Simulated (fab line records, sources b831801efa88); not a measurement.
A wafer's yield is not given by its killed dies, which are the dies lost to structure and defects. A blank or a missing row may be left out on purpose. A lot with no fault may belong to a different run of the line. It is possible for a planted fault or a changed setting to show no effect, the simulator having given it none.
What tool caused it? | flow gf180mcu | 13 lots with 39 wafers sampled at 5 steps, on a route of 602 steps

== WHAT THE GAUGES READ, wafer by wafer ==
GF_HV_LDD_THK_MEAS_55. Usual: for HV_LDD_CVD_54_THK the level is 10.04 nm and the standard deviation is 0.13.
lot  | measured     | on            | HV_LDD_CVD_54_THK (nm)        | flag
L762 | day 12 12:09 | film-metro-01 | 9.89 9.96 10.05               |
L764 | day 12 19:49 | film-metro-02 | 10.00 9.92 9.92               |
L765 | day 13 09:35 | film-metro-02 | 10.00 9.97 9.93               |
L766 | day 13 21:17 | film-metro-02 | 10.24 10.15 10.25             |
L767 | day 14 02:03 | film-metro-01 | 10.07 9.98 10.06              |
L768 | day 14 08:01 | film-metro-02 | 10.12 10.07 10.01             |
L769 | day 14 20:42 | film-metro-02 | 10.20 10.27 10.13             |
L770 | day 15 02:37 | film-metro-02 | 10.10 10.11 10.22             |
L771 | day 15 09:27 | film-metro-01 | 7.19 7.14 7.24 7.19 7.17 7.29 | OFF
L781 | day 19 12:57 | film-metro-01 | 10.03 9.83 10.06              |
L783 | day 19 20:28 | film-metro-04 | 9.98 9.95 9.92                |
L784 | day 20 00:38 | film-metro-02 | 9.90 10.09 9.95               |
L785 | day 20 08:50 | film-metro-04 | 9.87 10.01 10.04              |

GF_PSD_OVL_MEAS_08. Usual: for PSD_OVL the level is -0.2 nm and the standard deviation is 1.6.
lot  | measured     | on         | PSD_OVL (nm)   | flag
L762 | day 14 06:39 | overlay-02 | -0.6 -1.1 -1.0 |
L764 | day 14 14:16 | overlay-02 | -0.4 -0.9 0.5  |
L765 | day 15 04:43 | overlay-01 | 2.2 2.4 2.5    |
L766 | day 15 17:28 | overlay-01 | -2.0 1.7 -2.3  |
L767 | day 15 22:40 | overlay-01 | -1.5 -1.2 -1.2 |
L768 | day 16 04:09 | overlay-01 | 0.2 -0.4 -0.4  |
L769 | day 16 19:17 | overlay-02 | -2.0 1.3 -1.9  |
L770 | day 17 00:46 | overlay-02 | -1.2 -0.9 -1.5 |
L771 | day 17 08:21 | overlay-02 | 0.0 -0.4 0.9   |
L781 | day 21 14:44 | overlay-02 | -0.1 -2.7 -1.2 |
L783 | day 21 21:50 | overlay-02 | 0.9 1.5 0.3    |
L784 | day 22 02:17 | overlay-02 | -5.4 -3.4 -3.3 |
L785 | day 22 09:32 | overlay-02 | 0.4 -1.4 0.4   |

GF_SAB_OVL_MEAS_10. Usual: for SAB_OVL the level is 1.7 nm and the standard deviation is 1.4.
lot  | measured     | on         | SAB_OVL (nm) | flag
L762 | day 15 03:32 | overlay-01 | 1.4 0.8 1.9  |
L764 | day 15 12:02 | overlay-02 | 3.6 4.1 2.4  |
L765 | day 16 02:50 | overlay-01 | 1.5 -0.6 1.0 |
L766 | day 16 15:48 | overlay-01 | 0.2 0.4 1.2  |
L767 | day 16 22:05 | overlay-02 | 4.7 1.4 3.6  |
L768 | day 17 03:18 | overlay-02 | -0.3 0.5 0.6 |
L769 | day 17 18:26 | overlay-02 | 1.8 1.7 3.2  |
L770 | day 18 00:41 | overlay-02 | 1.2 3.5 2.3  |
L771 | day 18 09:38 | overlay-01 | -0.1 1.8 3.0 |
L781 | day 22 14:29 | overlay-01 | 2.3 1.6 0.2  |
L783 | day 22 22:22 | overlay-02 | -0.6 0.3 0.9 |
L784 | day 23 01:53 | overlay-01 | 1.6 2.4 0.4  |
L785 | day 23 09:29 | overlay-01 | 4.3 4.6 2.5  |

== WHAT TOOL EACH LOT RAN ON (gives the tool, then ch and the chambers of the sampled wafers, and finally the start) ==
lot  | GF_HV_LDD_STRIP_37                   | GF_HV_LDD_CVD_54
L762 | plasma-asher-04 ch 0,1, day 11 15:52 | lpcvd-01 ch 1, day 12 11:08
L764 | plasma-asher-02 ch 0,1, day 11 22:42 | lpcvd-02 ch 1, day 12 18:16
L765 | plasma-asher-04 ch 0,1, day 12 11:27 | lpcvd-02 ch 1, day 13 08:02
L766 | plasma-asher-04 ch 0,1, day 12 23:26 | lpcvd-01 ch 1, day 13 20:16
L767 | plasma-asher-02 ch 0,1, day 13 04:52 | lpcvd-01 ch 0, day 14 01:01
L768 | plasma-asher-02 ch 0,1, day 13 09:40 | lpcvd-02 ch 0, day 14 06:28
L769 | plasma-asher-01 ch 0,1, day 13 22:15 | lpcvd-01 ch 1, day 14 19:40
L770 | plasma-asher-04 ch 0,1, day 14 04:12 | lpcvd-01 ch 0, day 15 01:34
L771 | plasma-asher-01 ch 1, day 14 10:28   | lpcvd-01 ch 1, day 15 08:26
L781 | plasma-asher-02 ch 0,1, day 18 10:31 | lpcvd-02 ch 1, day 19 11:25
L783 | plasma-asher-02 ch 0,1, day 18 17:00 | lpcvd-02 ch 1, day 19 18:55
L784 | plasma-asher-02 ch 0,1, day 18 22:38 | lpcvd-02 ch 0, day 19 23:37
L785 | plasma-asher-02 ch 0,1, day 19 07:19 | lpcvd-02 ch 0, day 20 07:49
- GF_HV_LDD_STRIP_37: strips in O2/N2.
- GF_HV_LDD_CVD_54: deposits SiO2 from TEOS, target thk 10 nm, time 75 s.

== WHAT THE TOOLS THEMSELVES READ (means of the sampled wafers that have a number; where no wafer has one, the mark that the record gives instead) ==
GF_HV_LDD_STRIP_37. Usual: drypump-motor-current-A 5.51 A, standard deviation 0.28; heater-power-w 343 W, standard deviation 29; oes-product-au 0.716 a.u., standard deviation 0.0049; strip-time-to-endpoint-s 12.62 s, standard deviation 0.035.
lot  | tool            | drypump-motor-current-A (A) | heater-power-w (W) | oes-product-au (a.u.) | strip-time-to-endpoint-s (s) | flag
L762 | plasma-asher-04 | 5.49                        | 323                | 0.714                 | 12.60                        |
L764 | plasma-asher-02 | 5.40                        | 341                | 0.716                 | 12.61                        |
L765 | plasma-asher-04 | 5.64                        | 323                | 0.716                 | 12.60                        |
L766 | plasma-asher-04 | 5.62                        | 318                | 0.718                 | 12.67                        |
L767 | plasma-asher-02 | 5.42                        | 343                | 0.714                 | 12.64                        |
L768 | plasma-asher-02 | 5.41                        | 345                | 0.720                 | 12.57                        |
L769 | plasma-asher-01 | 5.64                        | 384                | 0.714                 | 12.62                        |
L770 | plasma-asher-04 | 5.47                        | 322                | 0.713                 | 12.62                        |
L771 | plasma-asher-01 | 5.53                        | 374                | 0.717                 | 12.64                        |
L781 | plasma-asher-02 | 5.40                        | 346                | 0.722                 | 12.63                        |
L783 | plasma-asher-02 | 5.20                        | 330                | 0.715                 | 12.63                        |
L784 | plasma-asher-02 | 5.21                        | 329                | 0.718                 | 12.62                        |
L785 | plasma-asher-02 | 5.21                        | 333                | 0.721                 | 12.62                        |

GF_HV_LDD_CVD_54. Usual: spike-tc-lower-C 680.2 C, standard deviation 1.1.
lot  | tool     | spike-tc-lower-C (C) | flag
L762 | lpcvd-01 | 679.4                |
L764 | lpcvd-02 | 680.6                |
L765 | lpcvd-02 | 680.8                |
L766 | lpcvd-01 | 679.8                |
L767 | lpcvd-01 | 681.3                |
L768 | lpcvd-02 | 680.4                |
L769 | lpcvd-01 | 680.6                |
L770 | lpcvd-01 | 681.1                |
L771 | lpcvd-01 | 678.4                |
L781 | lpcvd-02 | 680.7                |
L783 | lpcvd-02 | 681.0                |
L784 | lpcvd-02 | 680.2                |
L785 | lpcvd-02 | 679.2                |

== THE ANSWER, worked out from the rows above alone ==
Rule: lot off if the mean of its wafers having a number is beyond 3 standard deviations from the usual mean. A lot without any number at a reading at which 4 lots or more have one is off too. Any other lot the step has rows for is counted as sound. The gauges are gone through in route order, then the tools' own readings, and for those a lot's mean is taken as printed above. The first step at which some lot is off is used, and at that step the reading that is off furthest; a lot without a number counts as furthest.
Off: L771, at GF_HV_LDD_THK_MEAS_55 (HV_LDD_CVD_54_THK).
If a tool, at a process step before that reading, ran all the lots that are off and no sound lot after the first of them, it fits. Gauges at GF_HV_LDD_THK_MEAS_55: tried the same way as those tools. Can't be told from this: 2 tools fit, plasma-asher-01 at GF_HV_LDD_STRIP_37, lpcvd-01 at GF_HV_LDD_CVD_54.

== WHAT THE SIMULATOR HAD PUT IN ==
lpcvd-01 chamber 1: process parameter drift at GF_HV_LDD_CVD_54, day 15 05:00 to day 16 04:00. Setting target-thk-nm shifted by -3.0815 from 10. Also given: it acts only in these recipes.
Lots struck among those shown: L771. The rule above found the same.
